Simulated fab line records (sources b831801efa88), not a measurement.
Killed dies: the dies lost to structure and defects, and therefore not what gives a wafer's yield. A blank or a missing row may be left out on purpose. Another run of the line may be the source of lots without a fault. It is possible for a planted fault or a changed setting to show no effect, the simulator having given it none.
Comparing a struck lot with a sound one / flow sky130 / 16 steps out of a route of 708
Sound: the wafers L923.1, L923.3, L923.6. Wafers L933.1, L933.4, L933.6 were the ones struck. Last of all comes the cause.
For every step that has rows: the tool of each side, followed by ch and its chambers, followed by its first start. Under that, the readings that differ: sound wafers / struck wafers / difference of the means / sigmas: that difference in standard deviations of wafers without a fault.
alike: a reading whose means differ by less than 2 such deviations, as well as words and numbers matching on both sides. not compared: withheld readings; readings where some wafer has no value; bounds like >300 that might hide an equal value; numbers whose values overlap and for which the record gives no deviation.
A row with sigmas, a row that says differs or no value, or rows on one side alone: a step with any of these is where the two part. Numbers that don't overlap but have no deviation are shown without sigmas and don't part them. Lack of a reading on every wafer of one side parts them only where that side has two or more wafers.

first, 1 step without rows for these wafers: SKY_POLY_CUT_DEVELOP_07 (develop time 60 s).
SKY_POLY_CUT_CD_MEAS_08: the cd target is 270 nm.
  sound on cd_sem-02, day 25 08:33; struck on cd_sem-02, day 28 17:37
  alike: cd_nm
SKY_POLY_CUT_OVL_MEAS_09:
  sound on overlay-01, day 25 08:40; struck on overlay-01, day 28 17:44
reading=POLY_CUT_OVL (nm); sound=-15 -12 -11; struck=3 3 -7; difference=+12; sigmas=+2
SKY_POLY_CUT_ETCH_10: etches BARC in N2/H2, stops on SiO2, time 45.9 s, target depth 60 nm.
  sound on rie_diel-03 ch 2,3, day 25 08:43; struck on rie_diel-02 ch 1,2,3, day 28 17:46
  alike: drypump_motor_current_A, oes_product_au, throttle_valve_pct
  not compared: rf_hours_counter_h
SKY_POLY_CUT_ETCH_11: etches Si3N4 in CF4/CH2F2/Ar, stops on poly-Si, time 42.5 s, target depth 60 nm.
  sound on rie_diel-03 ch 2,3, day 25 08:45; struck on rie_diel-02 ch 1,2,3, day 28 17:49
  alike: drypump_motor_current_A, oes_product_au, throttle_valve_pct
  not compared: rf_hours_counter_h
SKY_POLY_CUT_STRIP_12: strips in O2/N2.
  sound on plasma_asher-04 ch 0,1, day 25 08:47; struck on plasma_asher-02 ch 1, day 28 17:51
reading=strip_time_to_endpoint_s (s); sound=5.365 5.402 5.372; struck=5.331 5.349 5.329; difference=-0.043; sigmas=-3
  alike: drypump_motor_current_A, oes_product_au
  not compared: rf_hours_counter_h
then, 6 steps without rows for these wafers: SKY_SD_P_DEHYDRATE_00 (time 60 s); SKY_SD_P_HMDS_01 (prime time 60 s); SKY_SD_P_COAT_02 (resist thk 1140 nm); SKY_SD_P_SOFTBAKE_03 (time 60 s); SKY_SD_P_EXPOSE_04 (exposes mask PSDM, target cd 380 nm); SKY_SD_P_PEB_05.
SKY_SD_P_DEVELOP_06: develop time 60 s.
  sound on litho_track-01 ch 0, day 26 13:31; struck on litho_track-02 ch 0, day 29 21:24
reading=developer_temp_C (C); sound=22.99 22.65 22.98; struck=20.77 20.82 20.72; difference=-2.10; sigmas=-19
  alike: chill_plate_temp_C
SKY_SD_P_CD_MEAS_07: the cd target is 380 nm.
  sound on cd_sem-02, day 26 13:40; struck on cd_sem-02, day 29 21:40
reading=cd_nm (nm); sound=380.8 381.2 380.7; struck=387.7 387.7 386.0; difference=+6.2; sigmas=+2
  not compared: hold
SKY_SD_P_OVL_MEAS_08:
  sound on overlay-01, day 26 13:47; struck on overlay-02, day 29 21:47
  alike: SD_P_OVL
  not compared: hold
-- a jump in the record: the struck wafers' starts before and after are 19 days apart (it breaks off in module SD_P and resumes in module PAD_OPEN, where the first step shown is number 708 of the route) --
SKY_PAD_OPEN_PROBE_99:
  sound on prober-01, day 46 17:04; struck on prober-01, day 49 01:19
  alike: killed_at_M0_to_M3, killed_at_M4_up, killed_at_contacts, killed_at_front_end, killed_at_other, killed_dies, killed_open, killed_short

WHERE THEY PART
At SKY_POLY_CUT_OVL_MEAS_09 first; at SKY_SD_P_CD_MEAS_07 last (within this record only). Later steps at which nothing parts them and some readings are alike: SKY_SD_P_OVL_MEAS_08, SKY_PAD_OPEN_PROBE_99.

WHY: what the simulator had put in
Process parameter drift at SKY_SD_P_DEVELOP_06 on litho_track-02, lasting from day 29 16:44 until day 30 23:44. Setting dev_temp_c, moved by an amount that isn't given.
